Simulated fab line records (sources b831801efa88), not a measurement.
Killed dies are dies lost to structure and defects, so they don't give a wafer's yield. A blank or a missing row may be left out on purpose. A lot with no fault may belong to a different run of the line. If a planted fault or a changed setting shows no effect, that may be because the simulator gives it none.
fab line records | flow sky130
record lots=6 wafers=18 last-day=50
route steps=708 shown VIA1@473 METAL2@483 PAD_OPEN@708
lots that met no fault: from a run of the same line without faults
start-h: hours from the record's first day to the start of the lot's first wafer shown | wait-h: how many hours have passed since the lot's step before this one | " unchanged from the row above | L1.1+2: a row that stands for several wafers | - no value, or no start given | * or withheld: withheld | < > ~ a bound
route shown NAME@n: names a module that has steps shown in the file, with the first one's number in the route | usual: mean/standard deviation taken from wafers without a fault | same: alike in all rows | chamber/n: place in a boat | sites: readings site by site | _std_site: how widely they spread, as a standard deviation | _edge_site: mean of outer sites minus mean of inner sites | radius-mm: how far each site lies from the wafer's centre | mask NAME#n: copy n | behind: the tool/chamber that last shaped the wafer | hold: the reason the lot was held/the length of the hold in hours/how it ended | device: the n, p or np transistor that did not switch | end of line: the tests these same wafers got at the end of their route | a step with no rows: only its recipe | killed: count of dies lost to structure and defects at first sort (not the wafer's yield) | map: shows each die of a wafer: x if killed, . if not, _ if none is there
set.NAME: the setting that was run; set.NAME@STEP: the one run at that earlier step | model.NAME: the simulator's own value behind a step, which no gauge read
lots at selected steps of the route; one table per step, one row per wafer
services: a tool's chamber out of use, with start hour (start-h, from the record's first day; less than 0 if before it), hours out, and reason
## steps
# step SKY_VIA1_ETCH_15
# recipe target=SiO2 chemistry=C4F8/O2/Ar target-depth-nm=351 stop-on=TiN mask-material=KrF-thick source-w=1500 bias-w=1200 pressure-mtorr=40 c4f8-flow-sccm=withheld O2_flow_sccm=6 Ar_flow_sccm=300 time-s=54
# step SKY_VIA1_STRIP_16
# recipe chemistry=O2/N2 power-w=1400 pressure-mtorr=1500 platen-temp-c=withheld o2-flow-sccm=3000 n2-flow-sccm=300 overash-fraction=0.5
# step SKY_VIA1_STRIP_17
# recipe chemistry=post-etch-residue-remover time-s=1200 temp-c=72.5
# step SKY_VIA1_CLEAN_18
# recipe chemistry=IPA time-s=180 temp-c=25
# step SKY_VIA1_CLEAN_19
# recipe chemistry=O3/DIW dry=n2-spin
# step SKY_VIA1_SPUTTER_20
# recipe material=TiN target-thk-nm=20 chamber-pressure-pa=5 power-w=4000 time-s=80
# usual cathode-dc-power-W=4000.2/0.69 throttle-valve-pct=30.1/1.3
# same time-s=80
# columns lot.wafer tool chamber start-h wait-h cathode-dc-power-W throttle-valve-pct
L175.2 pvd-sputter-04 - 817.59 0.0 4000.1 29.2
L175.3 " - " " 4002.0 28.9
L175.5 " - " " 4001.3 29.7
L180.2 pvd-sputter-01 - 859.11 0.0 3999.6 30.6
L180.3 " - " " 3998.4 27.1
L180.4 " - " " 4001.0 32.1
L183.2 pvd-sputter-03 - 860.67 0.0 3999.1 29.6
L183.3 " - " " 4000.3 30.2
L183.5 " - " " 4001.0 30.1
L188.3 pvd-sputter-01 - 913.03 0.0 4000.0 32.0
L188.5 " - " " 4000.7 32.2
L188.6 " - " " 4001.0 27.3
L192.2 pvd-sputter-03 - 951.16 0.0 4001.4 31.3
L192.4 " - " " 4000.8 29.6
L192.5 " - " " 4000.0 29.7
L195.1 pvd-sputter-03 - 957.53 0.0 4000.5 31.2
L195.4 " - " " 3999.9 30.2
L195.5 " - " " 4000.1 30.9
# step SKY_VIA1_CVD_21
# recipe material=W target-thk-nm=270 time-s=80.902 temp-c=400 pressure-torr=40
# step SKY_VIA1_RS_MEAS_22
# recipe thk-meas-gauge=four-point-probe reads=W_of_VIA1_CVD_21+TiN_of_VIA1_SPUTTER_20
# usual VIA1_W_RS=0.424/0.0082
# columns lot.wafer tool chamber start-h wait-h VIA1_W_RS[ohm/sq]
L175.2 film-metro-03 - 817.77 0.1 0.424
L175.3 " - " " 0.431
L175.5 " - " " 0.427
L180.2 film-metro-01 - 859.28 0.1 0.418
L180.3 " - " " 0.420
L180.4 " - " " 0.419
L183.2 film-metro-01 - 860.84 0.1 0.422
L183.3 " - " " 0.422
L183.5 " - " " 0.431
L188.3 film-metro-01 - 913.23 0.1 0.429
L188.5 " - " " 0.410
L188.6 " - " " 0.428
L192.2 film-metro-04 - 951.34 0.1 0.430
L192.4 " - " " 0.433
L192.5 " - " " 0.433
L195.1 film-metro-01 - 957.68 0.1 0.433
L195.4 " - " " 0.428
L195.5 " - " " 0.434
# step SKY_VIA1_THK_MEAS_23
# recipe thk-meas-gauge=xrf reads=W_of_VIA1_CVD_21
# usual VIA1_W_THK=277/5.7
# columns lot.wafer tool chamber start-h wait-h VIA1_W_THK[nm]
L175.2 film-metro-03 - 817.88 0.1 277
L175.3 " - " " 273
L175.5 " - " " 277
L180.2 film-metro-01 - 859.39 0.1 282
L180.3 " - " " 281
L180.4 " - " " 282
L183.2 film-metro-01 - 860.95 0.1 281
L183.3 " - " " 279
L183.5 " - " " 275
L188.3 film-metro-01 - 913.33 0.1 274
L188.5 " - " " 286
L188.6 " - " " 273
L192.2 film-metro-04 - 951.45 0.1 271
L192.4 " - " " 268
L192.5 " - " " 269
L195.1 film-metro-01 - 957.80 0.1 274
L195.4 " - " " 276
L195.5 " - " " 273
# step SKY_VIA1_CMP_24
# recipe stop-on=SiO2 t-overpolish-s=15 down-force-psi=3.5 platen-rpm=60 target-thk-nm=0 pad-velocity-m-s=0.94248
# step SKY_METAL2_SPUTTER_00
# recipe material=Ti target-thk-nm=15 power-w=3000 time-s=10 chamber-pressure-pa=0.4
# step SKY_METAL2_SPUTTER_01
# recipe material=TiN target-thk-nm=20 power-w=6500 time-s=16.7 chamber-pressure-pa=0.4
# usual cathode-dc-power-W=6500.1/1.3 throttle-valve-pct=30.2/0.69
# same time-s=16.7
# columns lot.wafer tool chamber start-h wait-h cathode-dc-power-W throttle-valve-pct
L175.2 pvd-sputter-04 - 818.47 0.0 6501.3 28.7
L175.3 " - " " 6500.3 30.3
L175.5 " - " " 6499.0 30.9
L180.2 pvd-sputter-04 - 859.77 0.0 6500.4 28.9
L180.3 " - " " 6498.3 29.8
L180.4 " - " " 6500.4 29.4
L183.2 pvd-sputter-04 - 861.32 0.0 6498.7 29.4
L183.3 " - " " 6500.6 30.6
L183.5 " - " " 6500.1 28.8
L188.3 pvd-sputter-03 - 914.19 0.0 6499.5 31.1
L188.5 " - " " 6500.0 30.8
L188.6 " - " " 6496.2 30.1
L192.2 pvd-sputter-04 - 952.11 0.0 6499.6 30.5
L192.4 " - " " 6498.8 28.7
L192.5 " - " " 6498.3 29.4
L195.1 pvd-sputter-03 - 958.19 0.0 6502.9 30.0
L195.4 " - " " 6498.5 30.5
L195.5 " - " " 6500.4 29.8
# step SKY_METAL2_SPUTTER_02
# recipe material=AlCu target-thk-nm=250 power-w=10600 time-s=13.3 chamber-pressure-pa=0.4
# usual cathode-dc-power-W=10600/1.9 throttle-valve-pct=30.2/0.72
# same time-s=13.3
# columns lot.wafer tool chamber start-h wait-h cathode-dc-power-W throttle-valve-pct model.AlCu_of_METAL2_SPUTTER_02.thk-nm
L175.2 pvd-sputter-04 - 818.50 0.0 10602 28.6 252.7
L175.3 " - " " 10597 30.8 254.8
L175.5 " - " " 10598 30.4 252.2
L180.2 pvd-sputter-04 - 859.79 0.0 9118.3 28.9 215.8
L180.3 " - " " 9116.9 29.6 213.6
L180.4 " - " " 9120.6 29.5 216.1
L183.2 pvd-sputter-04 - 861.35 0.0 9120.1 29.6 216.2
L183.3 " - " " 9115.8 30.4 217.4
L183.5 " - " " 9119.7 28.9 216.1
L188.3 pvd-sputter-03 - 914.21 0.0 10594 31.1 247.1
L188.5 " - " " 10602 31.0 248.6
L188.6 " - " " 10601 30.3 246.6
L192.2 pvd-sputter-04 - 952.14 0.0 10603 30.8 256.3
L192.4 " - " " 10602 28.9 255.6
L192.5 " - " " 10600 29.5 255.6
L195.1 pvd-sputter-03 - 958.21 0.0 10599 30.2 248
L195.4 " - " " 10602 30.8 244
L195.5 " - " " 10604 29.7 249.5
# step SKY_METAL2_SPUTTER_03
# recipe material=Ti target-thk-nm=5 power-w=3000 time-s=3.3 chamber-pressure-pa=0.4
# usual cathode-dc-power-W=3000.1/0.54 throttle-valve-pct=30.2/0.72
# same time-s=3.3
# columns lot.wafer tool chamber start-h wait-h cathode-dc-power-W throttle-valve-pct
L175.2 pvd-sputter-04 - 818.52 0.0 3000.4 29.0
L175.3 " - " " 2999.8 30.6
L175.5 " - " " 3000.1 30.4
L180.2 pvd-sputter-04 - 859.82 0.0 3000.6 28.9
L180.3 " - " " 3000.1 30.2
L180.4 " - " " 2999.7 29.6
L183.2 pvd-sputter-04 - 861.37 0.0 2999.9 29.7
L183.3 " - " " 3000.4 30.7
L183.5 " - " " 3000.1 28.8
L188.3 pvd-sputter-03 - 914.24 0.0 3000.4 31.2
L188.5 " - " " 2999.6 30.8
L188.6 " - " " 3000.7 30.2
L192.2 pvd-sputter-04 - 952.16 0.0 2999.7 30.5
L192.4 " - " " 3000.8 28.7
L192.5 " - " " 3000.1 29.4
L195.1 pvd-sputter-03 - 958.24 0.0 3000.0 30.2
L195.4 " - " " 3000.5 30.9
L195.5 " - " " 2999.2 29.6
# step SKY_METAL2_SPUTTER_04
# recipe material=TiN target-thk-nm=70 power-w=6500 time-s=58.3 chamber-pressure-pa=0.4
# usual cathode-dc-power-W=6500.0/1.2 throttle-valve-pct=30.2/0.74
# same time-s=58.3
# columns lot.wafer tool chamber start-h wait-h cathode-dc-power-W throttle-valve-pct
L175.2 pvd-sputter-04 - 818.54 0.0 6497.7 28.5
L175.3 " - " " 6499.9 30.3
L175.5 " - " " 6500.3 30.6
L180.2 pvd-sputter-04 - 859.83 0.0 6498.7 28.9
L180.3 " - " " 6501.6 29.7
L180.4 " - " " 6499.6 29.3
L183.2 pvd-sputter-04 - 861.39 0.0 6499.3 29.5
L183.3 " - " " 6501.5 30.5
L183.5 " - " " 6499.8 28.8
L188.3 pvd-sputter-03 - 914.26 0.0 6500.8 31.0
L188.5 " - " " 6501.9 30.8
L188.6 " - " " 6500.2 30.4
L192.2 pvd-sputter-04 - 952.18 0.0 6499.2 30.6
L192.4 " - " " 6502.9 28.9
L192.5 " - " " 6499.0 29.6
L195.1 pvd-sputter-03 - 958.25 0.0 6498.1 30.2
L195.4 " - " " 6499.8 30.8
L195.5 " - " " 6500.4 29.6
# step SKY_METAL2_RS_MEAS_05
# recipe thk-meas-gauge=four-point-probe reads=TiN_of_METAL2_SPUTTER_04+Ti_of_METAL2_SPUTTER_03+AlCu_of_METAL2_SPUTTER_02+TiN_of_METAL2_SPUTTER_01+Ti_of_METAL2_SPUTTER_00
# usual METAL2_ALCU_RS=0.1266/0.0017
# columns lot.wafer tool chamber start-h wait-h hold METAL2_ALCU_RS[ohm/sq]
L175.2 film-metro-02 - 818.61 0.0 - 0.1256
L175.3 " - " " - 0.1241
L175.5 " - " " - 0.1257
L180.2 film-metro-03 - 859.90 0.0 await-dispo/0.2h/release 0.1477
L180.3 " - " " await-dispo/0.2h/release 0.1495
L180.4 " - " " await-dispo/0.2h/release 0.1475
L180.2 film-metro-03 - 860.19 0.3 - 0.1484
L180.3 " - " " - 0.1492
L180.4 " - " " - 0.1476
L183.2 film-metro-03 - 861.46 0.0 await-dispo/0.2h/release 0.1476
L183.3 " - " " await-dispo/0.2h/release 0.1471
L183.5 " - " " await-dispo/0.2h/release 0.1478
L183.2 film-metro-03 - 861.75 0.3 - 0.1477
L183.3 " - " " - 0.1467
L183.5 " - " " - 0.1476
L188.3 film-metro-01 - 914.35 0.1 - 0.1282
L188.5 " - " " - 0.1274
L188.6 " - " " - 0.1285
L192.2 film-metro-01 - 952.25 0.0 - 0.1232
L192.4 " - " " - 0.1239
L192.5 " - " " - 0.1239
L195.1 film-metro-02 - 958.30 0.0 - 0.1275
L195.4 " - " " - 0.1299
L195.5 " - " " - 0.1270
# step SKY_METAL2_THK_MEAS_06
# recipe thk-meas-gauge=xrf reads=AlCu_of_METAL2_SPUTTER_02
# usual METAL2_ALCU_THK=254/3.6
# columns lot.wafer tool chamber start-h wait-h hold METAL2_ALCU_THK[nm]
L175.2 film-metro-02 - 818.72 0.1 - 256
L175.3 " - " " - 255
L175.5 " - " " - 254
L180.2 film-metro-03 - 861.69 1.5 await-dispo/0.2h/release 219
L180.3 " - " " await-dispo/0.2h/release 216
L180.4 " - " " await-dispo/0.2h/release 220
L180.2 film-metro-03 - 861.92 0.2 - 220
L180.3 " - " " - 218
L180.4 " - " " - 220
L183.2 film-metro-03 - 867.09 5.3 await-dispo/0.2h/release 219
L183.3 " - " " await-dispo/0.2h/release 222
L183.5 " - " " await-dispo/0.2h/release 219
L183.2 film-metro-03 - 867.31 0.2 - 218
L183.3 " - " " - 220
L183.5 " - " " - 218
L188.3 film-metro-01 - 914.45 0.1 - 249
L188.5 " - " " - 252
L188.6 " - " " - 251
L192.2 film-metro-01 - 952.36 0.1 - 262
L192.4 " - " " - 258
L192.5 " - " " - 258
L195.1 film-metro-02 - 958.42 0.1 - 253
L195.4 " - " " - 247
L195.5 " - " " - 252
# step SKY_METAL2_HMDS_08
# recipe prime-time-s=60 prime-temp-c=120
# step SKY_METAL2_COAT_09
# recipe resist=BARC temp-c=withheld time-s=withheld spin-rpm=3000 resist-thk-nm=60
# step SKY_METAL2_COAT_10
# recipe resist=KrF-thick spin-rpm=3000 resist-thk-nm=450
# step SKY_METAL2_SOFTBAKE_11
# recipe temp-c=98.84 time-s=90 resist=KrF-thick
# step SKY_METAL2_EXPOSE_12
# recipe mask-id=MM2 na=0.8 source-shape=annular sigma-inner=0.55 sigma-outer=0.85 target-cd-nm=140 dose-mj=28
# step SKY_METAL2_PEB_13
# recipe peb-temp-c=withheld peb-time-s=withheld resist=KrF-thick
# step SKY_METAL2_DEVELOP_14
# recipe develop-time-s=60 resist=KrF-thick dev-temp-c=21
# step SKY_METAL2_CD_MEAS_15
# recipe target-cd-nm=140
# usual cd-nm=140.0/1.9
# columns lot.wafer tool chamber start-h wait-h cd-nm
L175.2 cd-sem-01 - 845.24 - 141.5
L175.3 " - " " 140.7
L175.5 " - " " 141.3
L180.2 cd-sem-02 - 885.99 - 141.5
L180.3 " - " " 142.2
L180.4 " - " " 143.1
L183.2 cd-sem-02 - 887.55 - 141.2
L183.3 " - " " 141.8
L183.5 " - " " 141.7
L188.3 cd-sem-02 - 939.17 - 140.1
L188.5 " - " " 138.5
L188.6 " - " " 138.3
L192.2 cd-sem-02 - 975.74 - 138.3
L192.4 " - " " 138.3
L192.5 " - " " 139.1
L195.1 cd-sem-02 - 982.72 - 138.2
L195.4 " - " " 138.2
L195.5 " - " " 138.2
# step SKY_METAL2_OVL_MEAS_16
# usual METAL2_OVL=4/5.3
# columns lot.wafer tool chamber start-h wait-h METAL2_OVL[nm]
L175.2 overlay-02 - 845.34 0.1 9
L175.3 " - " " 8
L175.5 " - " " 2
L180.2 overlay-01 - 886.10 0.1 6
L180.3 " - " " 6
L180.4 " - " " 10
L183.2 overlay-01 - 887.66 0.1 12
L183.3 " - " " 10
L183.5 " - " " 1
L188.3 overlay-01 - 939.26 0.1 11
L188.5 " - " " 5
L188.6 " - " " 4
L192.2 overlay-02 - 975.85 0.1 14
L192.4 " - " " 9
L192.5 " - " " 5
L195.1 overlay-02 - 982.84 0.1 2
L195.4 " - " " 3
L195.5 " - " " 5
# step SKY_METAL2_DESCUM_17
# recipe chemistry=O2 source-power-w=150 bias-power-w=0 pressure-mtorr=10 temp-c=40 time-s=8
# usual chamber-pressure-mTorr=10.001/0.0089 drypump-motor-current-A=5.8/0.54 oes-product-au=0.995/0.01
# same time-s=8
# columns lot.wafer tool chamber start-h wait-h chamber-pressure-mTorr drypump-motor-current-A oes-product-au rf-hours-counter-h
L175.2 rie-metal-03 1 845.37 0.0 10.003 5.9 1.016 4
L175.3 " 1 " " 9.989 6.0 1.010 -
L175.5 " 0 " " 9.994 5.1 0.996 -
L180.2 rie-metal-02 1 886.13 0.0 9.998 5.8 1.000 4
L180.3 " 1 " " 10.002 5.8 0.997 -
L180.4 " 0 " " 10.001 6.8 0.999 -
L183.2 rie-metal-03 0 887.69 0.0 9.996 5.1 0.986 11
L183.3 " 0 " " 9.993 5.1 0.980 -
L183.5 " 1 " " 9.992 6.0 1.002 -
L188.3 rie-metal-04 1 939.30 0.0 9.997 6.1 0.982 -
L188.5 " 1 " " 9.997 6.0 0.984 -
L188.6 " 0 " " 10.007 5.3 0.989 -
L192.2 rie-metal-02 0 975.88 0.0 9.993 6.8 0.995 14
L192.4 " 1 " " 10.001 5.8 0.997 -
L192.5 " 0 " " 10.007 6.7 0.996 -
L195.1 rie-metal-03 0 982.88 0.0 10.013 5.1 0.977 15
L195.4 " 1 " " 9.993 6.0 1.022 -
L195.5 " 1 " " 10.011 6.0 1.008 -
# step SKY_METAL2_ETCH_18
# recipe chemistry=N2/H2 target=BARC ion-energy-ev=200 bias-w=100 pressure-mtorr=30 n2-flow-sccm=100 h2-flow-sccm=200 icp-w=500 stop-on=SiO2 time-s=45.9 target-depth-a=600
# step SKY_METAL2_METAL_ETCH_19
# recipe target-depth-a=3600 stop-on=SiO2 over-etch-frac=0.3 time-s=78 chemistry=Cl2/BCl3 resist-sidewall-deg=88 pressure-mtorr=10 icp-w=900 bias-w=48.5 Cl2_flow_sccm=60 bcl3-flow-sccm=30
# usual chamber-pressure-mTorr=9.999/0.013 drypump-motor-current-A=5.8/0.54 oes-product-au=0.854/0.0063 throttle-valve-pct=22.265/0.0089
# same time-s=78
# columns lot.wafer tool chamber start-h wait-h chamber-pressure-mTorr drypump-motor-current-A oes-product-au rf-hours-counter-h throttle-valve-pct
L175.2 rie-metal-03 1 845.47 0.0 9.987 5.9 0.855 4 22.260
L175.3 " 1 " " 9.983 5.9 0.854 - 22.260
L175.5 " 0 " " 10.001 5.1 0.855 - 22.254
L180.2 rie-metal-02 1 886.22 0.0 10.005 5.8 0.838 4 22.261
L180.3 " 1 " " 9.985 5.8 0.841 - 22.282
L180.4 " 0 " " 9.986 6.7 0.828 - 22.269
L183.2 rie-metal-03 0 887.78 0.0 10.003 5.1 0.837 11 22.263
L183.3 " 0 " " 10.017 5.1 0.840 - 22.271
L183.5 " 1 " " 10.003 6.0 0.841 - 22.273
L188.3 rie-metal-04 1 939.41 0.1 10.001 6.0 0.847 - 22.279
L188.5 " 1 " " 9.998 6.1 0.856 - 22.259
L188.6 " 0 " " 9.995 5.3 0.852 - 22.264
L192.2 rie-metal-02 0 975.97 0.0 9.981 6.8 0.873 14 22.279
L192.4 " 1 " " 10.002 5.8 0.859 - 22.266
L192.5 " 0 " " 10.018 6.8 0.865 - 22.278
L195.1 rie-metal-03 0 982.97 0.0 10.006 5.1 0.856 15 22.261
L195.4 " 1 " " 10.006 6.0 0.851 - 22.278
L195.5 " 1 " " 10.011 6.0 0.848 - 22.240
# step SKY_METAL2_STRIP_20
# recipe chemistry=O2/N2 power-w=1400 pressure-mtorr=1500 platen-temp-c=withheld o2-flow-sccm=3000 n2-flow-sccm=300 overash-fraction=0.5
# step SKY_PAD_OPEN_PROBE_99
# usual defect-limited-yield=82.6/1.9 killed_at_M0_to_M3=43/7.2 killed_at_M4_up=3.5/2 killed-at-contacts=24/5.2 killed-at-front-end=15/4.4 killed-at-other=0.2/0.48 killed-dies=85/9.4 killed-open=46/7.3 killed-short=39/6.1 sort_bin_3_pad_short=0.8/0.37 sort_bin_5_function=10.2/1.4 sort_bin_6_memory=6.3/1.1 sort-n-pass=407/9.4 sort-yield-pct=82.6/1.9
# same gross-dies=492 killed-at-back-side=0 sort_bin_4_leakage[%]=0 sort_bin_8_speed[%]=0
# columns lot.wafer tool chamber start-h wait-h defect-limited-yield[%] killed_at_M0_to_M3 killed_at_M4_up killed-at-contacts killed-at-front-end killed-at-other killed-dies killed-open killed-short sort_bin_3_pad_short[%] sort_bin_5_function[%] sort_bin_6_memory[%] sort-n-pass sort-yield-pct[%] model.etest.met2.line-ohm-um model.etest.met2.rs-ohm-sq
L175.2 prober-02 - 1099.27 0.1 82.5 31 3 34 18 0 86 49 37 1.2 9.8 6.5 406 82.5 0.8921 0.1265
L175.3 prober-02 - 1099.32 0.2 82.7 47 2 28 8 0 85 41 44 0.8 10.8 5.7 407 82.7 0.9099 0.1278
L175.5 prober-02 - 1099.42 0.2 82.5 45 1 22 18 0 86 53 33 1.4 10.6 5.5 406 82.5 0.9145 0.1271
L180.2 prober-01 - 1127.20 0.1 83.9 36 4 28 11 0 79 47 32 0.4 10.6 5.1 413 83.9 1.056 0.15
L180.3 prober-01 - 1127.25 0.2 84.3 42 5 18 11 1 77 37 39 1.4 8.9 5.3 415 84.3 1.049 0.1524
L180.4 prober-01 - 1127.30 0.2 83.5 46 3 18 14 0 81 45 36 0.6 10.4 5.5 411 83.5 1.032 0.1486
L183.2 prober-02 - 1127.20 0.1 82.5 48 7 21 10 0 86 39 47 0.8 10.2 6.5 406 82.5 1.058 0.1494
L183.3 prober-02 - 1127.25 0.2 85.4 39 3 18 12 0 72 43 29 0.8 7.1 6.7 420 85.4 1.042 0.1482
L183.5 prober-02 - 1127.35 0.2 86.2 28 2 17 21 0 68 34 34 0.4 8.1 5.3 424 86.2 1.075 0.1492
L188.3 prober-02 - 1165.16 0.2 80.9 47 1 27 19 0 94 52 41 1.2 10.8 7.1 398 80.9 0.9276 0.1299
L188.5 prober-02 - 1165.26 0.2 85.2 39 1 16 16 1 73 41 31 0.6 9.8 4.5 419 85.2 0.9079 0.1286
L188.6 prober-02 - 1165.31 0.2 80.5 49 1 40 6 0 96 53 43 1.0 11.0 7.5 396 80.5 1.016 0.1308
L192.2 prober-02 - 1192.32 0.1 80.1 52 4 32 10 0 98 64 34 0.8 12.4 6.7 394 80.1 0.8879 0.1248
L192.4 prober-02 - 1192.42 0.2 79.7 47 8 26 18 1 100 52 48 1.2 11.4 7.7 392 79.7 0.8889 0.1247
L192.5 prober-02 - 1192.47 0.2 81.9 47 2 17 23 0 89 44 45 1.0 12.2 4.9 403 81.9 0.8779 0.1253
L195.1 prober-02 - 1199.04 0.1 80.3 48 2 25 22 0 97 48 49 1.4 11.2 7.1 395 80.3 0.929 0.1298
L195.4 prober-02 - 1199.19 0.2 80.1 51 2 26 18 1 98 40 55 2.0 12.2 5.7 394 80.1 0.9481 0.1315
L195.5 prober-02 - 1199.24 0.2 85.2 38 1 17 17 0 73 39 34 0.8 8.3 5.7 419 85.2 0.9383 0.1284
# killed by level:class
L175.2 CONTACT:geometric-particle:open=11 LI_CONTACT:geometric-particle:open=8 VIA3:geometric-particle:open=8 CONTACT:geometric-particle:short=6 VIA1:geometric-particle:open=6 LI_CONTACT:geometric-particle:short=4 FIELD_ISO:geometric-particle:open=3 FIELD_ISO:geometric-particle:short=3
L175.3 CONTACT:geometric-particle:open=13 VIA1:geometric-particle:open=9 METAL1:geometric-particle:short=6 VIA1:geometric-particle:short=6 VIA3:geometric-particle:open=6 POLY_GATE:geometric-particle:short=5 VIA2:geometric-particle:open=5 CONTACT:geometric-particle:short=5
L175.5 VIA1:geometric-particle:open=13 CONTACT:geometric-particle:open=10 LOCAL_INTERCONNECT:geometric-particle:short=7 VIA2:geometric-particle:open=7 METAL2:geometric-particle:short=7 FIELD_ISO:geometric-particle:short=5 VIA3:geometric-particle:open=5 POLY_GATE:geometric-particle:open=4
L180.2 VIA1:geometric-particle:open=10 CONTACT:geometric-particle:open=10 LI_CONTACT:geometric-particle:open=9 METAL2:geometric-particle:short=6 METAL1:geometric-particle:short=5 VIA2:geometric-particle:open=5 VIA3:geometric-particle:open=5 POLY_GATE:geometric-particle:open=4
L183.2 VIA2:geometric-particle:open=12 METAL2:geometric-particle:short=9 VIA1:geometric-particle:open=7 CONTACT:geometric-particle:open=6 METAL4:geometric-particle:short=6 LOCAL_INTERCONNECT:geometric-particle:short=5 VIA1:geometric-particle:short=5 METAL1:geometric-particle:short=4
L180.3 VIA1:geometric-particle:open=8 METAL1:geometric-particle:short=8 CONTACT:geometric-particle:open=7 VIA1:geometric-particle:short=6 VIA2:geometric-particle:open=4 FIELD_ISO:geometric-particle:short=3 CONTACT:geometric-particle:short=3 METAL1:geometric-particle:open=3
L183.3 VIA1:geometric-particle:open=12 CONTACT:geometric-particle:open=8 METAL1:geometric-particle:short=5 POLY_GATE:geometric-particle:open=4 METAL2:geometric-particle:short=4 LI_CONTACT:geometric-particle:open=4 VIA1:geometric-particle:short=4 FIELD_ISO:geometric-particle:open=3
L180.4 VIA1:geometric-particle:open=12 CONTACT:geometric-particle:open=9 VIA3:geometric-particle:open=8 METAL1:geometric-particle:short=5 VIA1:geometric-particle:short=5 METAL2:geometric-particle:short=5 LOCAL_INTERCONNECT:geometric-particle:short=4 VIA2:geometric-particle:open=4
L183.5 CONTACT:geometric-particle:open=9 FIELD_ISO:geometric-particle:open=8 POLY_GATE:geometric-particle:short=6 METAL1:geometric-particle:short=4 VIA1:geometric-particle:open=4 METAL2:geometric-particle:short=4 SPACER:geometric-particle:short=3 CONTACT:geometric-particle:short=3
L188.3 VIA1:geometric-particle:open=12 CONTACT:geometric-particle:open=11 FIELD_ISO:geometric-particle:open=6 METAL2:geometric-particle:short=6 VIA2:geometric-particle:open=6 LI_CONTACT:geometric-particle:open=5 LOCAL_INTERCONNECT:geometric-particle:short=5 VIA3:geometric-particle:open=5
L188.5 VIA1:geometric-particle:open=9 METAL1:geometric-particle:short=7 FIELD_ISO:geometric-particle:open=5 FIELD_ISO:geometric-particle:short=5 CONTACT:geometric-particle:open=5 METAL1:geometric-particle:open=5 CONTACT:geometric-particle:short=4 METAL2:geometric-particle:open=4
L188.6 CONTACT:geometric-particle:open=14 VIA1:geometric-particle:open=12 LI_CONTACT:geometric-particle:open=9 CONTACT:geometric-particle:short=9 METAL2:geometric-particle:short=8 VIA3:geometric-particle:open=6 VIA3:geometric-particle:short=6 LOCAL_INTERCONNECT:geometric-particle:short=5
L192.2 LI_CONTACT:geometric-particle:open=15 VIA1:geometric-particle:open=15 METAL1:geometric-particle:short=9 VIA2:geometric-particle:open=9 VIA3:geometric-particle:open=7 CONTACT:geometric-particle:open=6 LOCAL_INTERCONNECT:geometric-particle:short=4 CONTACT:geometric-particle:short=4
L192.4 VIA1:geometric-particle:open=9 LI_CONTACT:geometric-particle:open=8 METAL1:geometric-particle:short=7 CONTACT:geometric-particle:open=7 METAL4:geometric-particle:short=7 POLY_GATE:geometric-particle:open=6 METAL2:geometric-particle:short=6 VIA3:geometric-particle:open=6
L192.5 VIA1:geometric-particle:open=9 POLY_GATE:geometric-particle:short=7 VIA2:geometric-particle:open=6 CONTACT:geometric-particle:open=6 METAL1:geometric-particle:short=6 FIELD_ISO:geometric-particle:short=5 VIA2:geometric-particle:short=5 FIELD_ISO:geometric-particle:open=4
L195.1 POLY_GATE:geometric-particle:short=9 CONTACT:geometric-particle:short=9 VIA1:geometric-particle:open=9 CONTACT:geometric-particle:open=8 METAL2:geometric-particle:short=8 VIA1:geometric-particle:short=7 VIA2:geometric-particle:open=6 VIA3:geometric-particle:open=6
L195.4 VIA1:geometric-particle:open=8 VIA3:geometric-particle:open=8 CONTACT:geometric-particle:short=7 METAL1:geometric-particle:short=7 LI_CONTACT:geometric-particle:open=6 VIA2:geometric-particle:short=6 CONTACT:geometric-particle:open=6 VIA2:geometric-particle:open=6
L195.5 VIA2:geometric-particle:open=8 CONTACT:geometric-particle:open=7 POLY_GATE:geometric-particle:short=6 METAL2:geometric-particle:short=5 VIA1:geometric-particle:open=5 VIA3:geometric-particle:open=5 CONTACT:geometric-particle:short=4 METAL3:geometric-particle:short=4
## services
# columns tool chamber start-h hours kind
pvd-sputter-03 3 832.59 - consumable-replace:kit
pvd-sputter-03 3 832.59 18.0 scheduled-down
pvd-sputter-03 3 832.59 18.0 vent-cycle
pvd-sputter-03 - 838.63 10.0 repair
pvd-sputter-01 - 885.11 7.9 repair
pvd-sputter-04 - 886.72 13.6 repair
pvd-sputter-03 - 894.37 1.4 repair
pvd-sputter-03 - 895.22 1.1 repair
pvd-sputter-01 - 921.14 2.2 repair
rie-metal-03 - 945.62 1.4 pm
rie-metal-03 - 947.72 14.6 pm
pvd-sputter-04 - 961.59 1.0 repair
pvd-sputter-04 0 968.50 - consumable-replace:kit
pvd-sputter-04 0 968.50 18.0 scheduled-down
pvd-sputter-04 0 968.50 18.0 vent-cycle
## key
first-sign step=SKY_METAL2_SPUTTER_02 reading=cathode-dc-power-W direction=down sigmas=99+ usual=10600 struck=9118.6
effect step=SKY_METAL2_RS_MEAS_05 reading=visit direction=added
effect step=SKY_METAL2_RS_MEAS_05 reading=METAL2_ALCU_RS direction=up sigmas=12 usual=0.1266 struck=0.1479
effect step=SKY_METAL2_THK_MEAS_06 reading=visit direction=added
effect step=SKY_METAL2_THK_MEAS_06 reading=METAL2_ALCU_THK direction=down sigmas=9.5 usual=254 struck=219
effect step=SKY_METAL2_METAL_ETCH_19 reading=oes-product-au direction=down sigmas=2.7 usual=0.854 struck=0.838
model-effect step=SKY_METAL2_SPUTTER_02 value=AlCu_of_METAL2_SPUTTER_02.thk-nm without=250.8 struck=215.9
model-effect step=SKY_PAD_OPEN_PROBE_99 value=etest.met2.line-ohm-um without=0.9005 struck=1.052
met-at SKY_METAL2_SPUTTER_02
struck-wafers L180.2,L180.3,L180.4,L183.2,L183.3,L183.5
onset-between 818.50 859.79
fault kind=process-parameter-drift tool=pvd-sputter-04 chamber=- onset-h=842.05 steps=SKY_METAL2_SPUTTER_02 channel=power-w offset=* shape=step end-h=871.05 acts-in=* stated=*
